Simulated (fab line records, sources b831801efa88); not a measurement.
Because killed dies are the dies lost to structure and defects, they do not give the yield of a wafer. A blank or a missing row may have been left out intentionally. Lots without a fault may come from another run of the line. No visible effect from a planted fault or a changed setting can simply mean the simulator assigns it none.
The same fault as seen by 2 desks | flow sky130 | every desk sees just its own numbers, and what lay behind them comes last

DESK OF THE TOOL OWNER: pvd_sputter-01
The tool's own readings at SKY_METAL2_SPUTTER_04 (material TiN, target thk 70 nm, time 58.3 s): means of the sampled wafers that have a number, for each lot that ran on this tool. Any lot whose mean is over 4 standard deviations away from the usual mean is out of limits and marked OUT; that distance is given in the brackets.
Columns: A = cathode_dc_power_W at SKY_METAL2_SPUTTER_04, usual 6500.1 W; B = throttle_valve_pct at SKY_METAL2_SPUTTER_04, usual 29.9 %
lot  | first seen here | A      | B
L945 | day 34 05:11    | 6501.1 | 29.9
L946 | day 34 23:46    | 6501.4 | 30.7
L951 | day 36 13:04    | 6499.6 | 30.2
L956 | day 37 18:40    | 6499.0 | 31.0
L957 | day 38 02:15    | 6499.7 | 30.0
This desk found nothing out of limits on any of the 5 lots.

AT THE METROLOGY DESK
Means of the sampled wafers that have a number, per lot and without regard to the tool the lot ran on: this is what the gauges read. Any lot whose mean is over 4 standard deviations away from the usual mean is out of limits and marked OUT; that distance is given in the brackets.
Columns: A = METAL1_ALCU_RS at SKY_METAL1_RS_MEAS_05, usual 0.1263 ohm/sq
lot  | first seen here | A
L945 | day 31 19:55    | 0.1265
L946 | day 32 15:08    | 0.1274
L951 | day 34 04:38    | 0.1251
L950 | day 34 04:56    | 0.1263
L949 | day 34 05:52    | 0.1260
L956 | day 35 11:13    | 0.1261
L957 | day 35 20:01    | 0.1242
L958 | day 35 23:31    | 0.1262
L962 | day 37 10:08    | 0.1263
L965 | day 38 00:00    | 0.1247
L967 | day 38 15:36    | 0.1275
This desk found nothing out of limits on any of the 11 lots.

PUT TOGETHER
The tool owner's desk saw nothing out of limits.
Nothing out of limits was seen by the metrology desk.

WHAT THE SIMULATOR PUT IN
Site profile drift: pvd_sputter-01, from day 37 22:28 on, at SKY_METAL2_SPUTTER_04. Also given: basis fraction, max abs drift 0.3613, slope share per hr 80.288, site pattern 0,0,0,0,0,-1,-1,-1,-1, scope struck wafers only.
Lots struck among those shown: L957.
